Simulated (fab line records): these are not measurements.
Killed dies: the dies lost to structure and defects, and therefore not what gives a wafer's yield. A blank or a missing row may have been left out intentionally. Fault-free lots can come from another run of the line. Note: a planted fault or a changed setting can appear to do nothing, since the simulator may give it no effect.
2 desks, one fault	flow gf180mcu	each desk has only its own numbers; what lay behind them comes last

== TOOL OWNER'S DESK, pvd-sputter-01 ==
The tool's own readings at GF_MIM_SPUTTER_08 (material AlCu, target thk 200 nm, time 10.6 s): means of the sampled wafers that have a number, for each lot that ran on this tool. The brackets show how far a lot's mean lies from the usual mean; more than 4 standard deviations puts the lot out of limits, marked OUT.
Columns: A = throttle-valve-pct at GF_MIM_SPUTTER_08, usual 29.9 %
lot	first seen here	A
L886	day 25 10:17	29.5
L890	day 28 01:33	29.4
L897	day 29 15:32	29.5
Result from this desk: across the 3 lots, nothing is out of limits.

== FROM THE METROLOGY DESK ==
Means of the sampled wafers that have a number, per lot and without regard to the tool the lot ran on: this is what the gauges read. The brackets show how far a lot's mean lies from the usual mean; more than 4 standard deviations puts the lot out of limits, marked OUT.
Columns: A = V3_CVD_00_THK at GF_V3_THK_MEAS_01, usual 605 nm; B = MIM_ALCU_RS at GF_MIM_RS_MEAS_10, usual 0.1596 ohm/sq; C = MIM_ALCU_THK at GF_MIM_THK_MEAS_11, usual 198.9 nm
lot	first seen here	A	B	C
L881	day 20 13:12	604	0.1608	196.9
L884	day 21 16:32	602	0.1575	201.4
L886	day 22 10:05	600	0.1588	199.1
L887	day 24 23:22	601	0.1584	199.4
L888	day 25 02:44	613	0.1585	200.0
L890	day 25 07:17	607	0.1592	199.3
L896	day 26 20:22	602	0.1618	195.2
L897	day 27 01:35	608	0.1524 (-4.5) OUT	207.8 (+4.2) OUT
L900	day 28 10:41	607	0.1606	197.6
L904	day 29 05:44	610	0.1577	201.2
Finding of this desk: L897 out of limits, first seen on L897 at day 29 15:36 (MIM_ALCU_RS at GF_MIM_RS_MEAS_10). L881, L884, L886, L887, L888, L890, L896, L900, L904: within limits.

== ALL TOGETHER ==
The metrology desk could have raised an alarm at day 29 15:36, on L897.
The tool owner's desk saw nothing out of limits.
The tool owner's desk has L897 on record, within its limits.
All the named lots went through GF_MIM_SPUTTER_08 on pvd-sputter-01.

== WHAT THE SIMULATOR PUT IN ==
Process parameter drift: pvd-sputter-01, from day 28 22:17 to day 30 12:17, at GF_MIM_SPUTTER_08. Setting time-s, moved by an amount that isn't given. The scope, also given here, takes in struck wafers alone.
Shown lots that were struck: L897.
Per desk, hours elapsed from the start of the fault to the first reading out of limits: for the metrology desk, 17.
